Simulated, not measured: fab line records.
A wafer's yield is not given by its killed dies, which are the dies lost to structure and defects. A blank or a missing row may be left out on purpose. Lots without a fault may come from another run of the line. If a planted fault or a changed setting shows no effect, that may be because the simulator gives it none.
A lot that was struck, set against a sound lot ; flow sky130 ; 17 out of 708 route steps
Sound: these wafers, L398.3, L398.4, L398.6. Wafers L408.4, L408.5, L408.6 were the ones struck. At the end, the cause is stated.
At each step with rows: each side's tool, then ch and its chambers, then its first start. Under that, the readings that differ: sound wafers ; struck wafers ; difference of the means ; sigmas: that difference in standard deviations of wafers without a fault.
alike: a reading whose means differ by less than 2 such deviations, as well as words and numbers matching on both sides. not compared: withheld readings; readings where some wafer has no value; bounds like >300 that might hide an equal value; numbers whose values overlap and for which the record gives no deviation.
A row with sigmas, a row that says differs or no value, or rows on one side alone: a step with any of these is where the two part. When numbers do not overlap yet have no deviation, they are printed without sigmas and do not part them. A reading that every wafer of one side lacks parts them only if that side has two wafers or more.

first, 9 steps without rows for these wafers: SKY_CAP2M_CLEAN_17 (cleans in O3/DIW); SKY_METAL4_DEHYDRATE_05 (time 60 s); SKY_METAL4_HMDS_06 (prime time 60 s); SKY_METAL4_COAT_07 (resist thk 60 nm); SKY_METAL4_COAT_08 (resist thk 1140 nm); SKY_METAL4_SOFTBAKE_09 (time 90 s); SKY_METAL4_EXPOSE_10 (exposes mask MM4, target cd 300 nm); SKY_METAL4_PEB_11; SKY_METAL4_DEVELOP_12 (develop time 60 s).
SKY_METAL4_CD_MEAS_13 targets a cd of 300 nm.
  sound: cd-sem-01 at day 45 04:07; struck: cd-sem-02 at day 47 22:29
  alike: cd-nm
SKY_METAL4_OVL_MEAS_14:
  sound: overlay-02 at day 45 04:13; struck: overlay-02 at day 47 22:34
reading;sound;struck;difference;sigmas
METAL4_OVL (nm);10 0 1;-1 -8 -12;-11;-2
SKY_METAL4_DESCUM_15: chemistry O2, time 8 s.
  sound on rie-metal-03 ch 0,1, day 45 04:15; struck on rie-metal-04 ch 0,1, day 47 22:36
  alike: drypump-motor-current-A, oes-product-au
  not compared: rf-hours-counter-h
SKY_METAL4_ETCH_16: etches BARC in N2/H2, stops on SiO2, time 88.2 s, target depth 60 nm.
  sound on rie-metal-03 ch 0,1, day 45 04:18; struck on rie-metal-04 ch 0,1, day 47 22:39
  no value came back on the struck wafers for any of 5 readings (bias-w (W), chamber-pressure-mTorr (mTorr) and others); on the sound wafers bias-w (W) reads 100.11 100.23 100.23
reading;sound;struck;difference;sigmas
model.KrF-thick_of_METAL4_COAT_08.thk-nm (nm);1078 1079 1081;1127 1122 1124;+45;
  not compared: rf-hours-counter-h
SKY_METAL4_ETCH_17: etches SiO2 in C4F8/O2/Ar, stops on TiN, time 3.9 s, target depth 15 nm.
  sound on rie-diel-04 ch 0,1, day 45 04:22; struck on rie-diel-03 ch 0,1,3, day 47 22:44
reading;sound;struck;difference;sigmas
oes-product-au (a.u.);0.764 0.750 0.759;0.375 0.378 0.374;-0.382;-61
  alike: bias-w, chamber-pressure-mTorr
  not compared: rf-hours-counter-h
SKY_METAL4_METAL_ETCH_18: etches the open film in Cl2/BCl3, stops on SiO2, target depth 845 nm, time 183.1 s.
  sound on rie-metal-01 ch 0,1, day 45 04:27; struck on rie-metal-03 ch 1, day 47 22:59
reading;sound;struck;difference;sigmas
oes-product-au (a.u.);0.867 0.869 0.861;0.368 0.376 0.378;-0.492;-88
model.KrF-thick_of_METAL4_COAT_08.thk-nm (nm);524 544.7 532;580.8 574.8 579.9;+44.9;
  alike: bcl3-flow-sccm, bias-w, drypump-motor-current-A, throttle-valve-pct
  not compared: rf-hours-counter-h
SKY_METAL4_STRIP_19: strips in O2/N2.
  sound on plasma-asher-01 ch 0,1, day 45 04:36; struck on plasma-asher-02 ch 0,1, day 47 23:15
reading;sound;struck;difference;sigmas
oes-product-au (a.u.);0.504 0.511 0.504;0.535 0.525 0.530;+0.024;+4
strip-time-to-endpoint-s (s);6.49 6.71 6.58;7.07 7.01 7.07;+0.46;+6
  alike: drypump-motor-current-A
  not compared: rf-hours-counter-h
then, 1 step without rows for these wafers: SKY_METAL4_STRIP_20 (strips in post etch residue remover, time 1200 s).

WHERE THEY PART
Earliest at SKY_METAL4_OVL_MEAS_14; latest, in this record, at SKY_METAL4_STRIP_19.

WHY: what had been put in by the simulator
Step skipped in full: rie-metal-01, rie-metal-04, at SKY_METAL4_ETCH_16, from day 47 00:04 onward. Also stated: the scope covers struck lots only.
